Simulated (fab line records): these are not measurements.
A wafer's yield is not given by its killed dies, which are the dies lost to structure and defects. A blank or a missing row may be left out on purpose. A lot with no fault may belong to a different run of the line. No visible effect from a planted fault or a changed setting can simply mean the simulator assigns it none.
Problem report in the 8D (eight disciplines) form, filled by code -- flow sky130 -- the parts of the form that need people (team, actions taken, sign-off) are left out

== 1. WHAT WENT WRONG ==
Mean PWDE_TW at SKY_PWDE_TW_MEAS_10: 427.7 over 6 wafers in 2 lots; fault-free wafers: 373.2, standard deviation 1.9. That is +29 standard deviations from the usual mean.
The first sign was on wafer L410.3 at day 4 23:37, on film metro-04. The record has a number at this step for 36 wafers belonging to 12 lots. Rule for "out", or "out of limits": more than 4 standard deviations from the usual mean. The other wafers with a number count as sound.

== 2. WHAT THIS IS AND IS NOT ==
question,is,is not
which readings at this step,PWDE_TW,-
which lots,"L410, L413","L407, L411, L421, L422, L423, L424, L425, L426, L427, L429"
which wafers of those lots,all that have a number,-
read on which gauges,"film metro-03, film metro-04",film metro-02
when,from day 4 23:37,"up to then (3 sound wafers); but 27 sound wafers of L411, L421, L422, L423, L424, L425, L426, L427, L429 came after"

== 3. THE SUSPECTS, EACH WITH WHAT RULES IT OUT ==
Counting: a tool at any process step up to the reading remains a suspect when it ran all the lots that are out and ran no sound lot after the first of those.
- ruled out: the gauge at SKY_PWDE_TW_MEAS_10. Those wafers that are out were read across 2 gauges (film metro-03, film metro-04).
- implanter-03 at SKY_PWDE_IMPLANT_08: ruled out as a lasting fault. Following L410 (day 4 23:24), the first lot on it that is out, the sound lots L424, L426, L429 were run on it.
Left after counting: nothing in the record.

== 4. THE CAUSE (what the simulator had put in) ==
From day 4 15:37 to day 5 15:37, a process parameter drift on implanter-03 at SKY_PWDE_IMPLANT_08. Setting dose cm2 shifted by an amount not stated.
It was ruled out by counting, in error; the rule expects a fault to strike all lots run on its tool from its start on, and this fault did not.

== 5. SEQUENCE OF EFFECTS, ordered by route ==
Each row: a reading whose mean over the struck wafers that have a number lies more than 3 standard deviations from the usual. Readings are gone through only where the record gives a usual standard deviation; hours: the median, over the lots, of the time from a lot's start at the first step in this table giving one to that lot's start at this step; sigmas: the change measured in usual standard deviations.
hours,step,reading,usual,on struck wafers,change,sigmas
0,SKY_PWDE_IMPLANT_08,dose ions cm2,3.6e+12,5.6e+12,+2.0e+12,+99 or more
0,SKY_PWDE_IMPLANT_08,faraday current uA,20.3,31.7,+11.4,+28
0,SKY_PWDE_TW_MEAS_10,PWDE_TW,373.2,427.7,+54.5,+29
38,SKY_NWELL_RS_MEAS_31,PWDE_RS,5274 ohm/sq,3741,-1533,-96
Here are the process steps it includes:
- SKY_PWDE_IMPLANT_08
Later steps that measure or inspect, where all struck wafers having a row at the step show a number for every such reading and not one has moved that far: SKY_NWELL_OVL_MEAS_10.

== 6. HOW IT WOULD HAVE BEEN CAUGHT EARLIER ==
Counted from the fault's start at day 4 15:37, it took 8 hours until the first out-of-limits reading at a measuring or inspecting step in this record, taken at day 4 23:37.
At SKY_PWDE_IMPLANT_08, the tool's own readings (dose ions cm2, faraday current uA) were out on each struck wafer the step has a row for, so an alarm limit on them would have fired on the first such wafer.
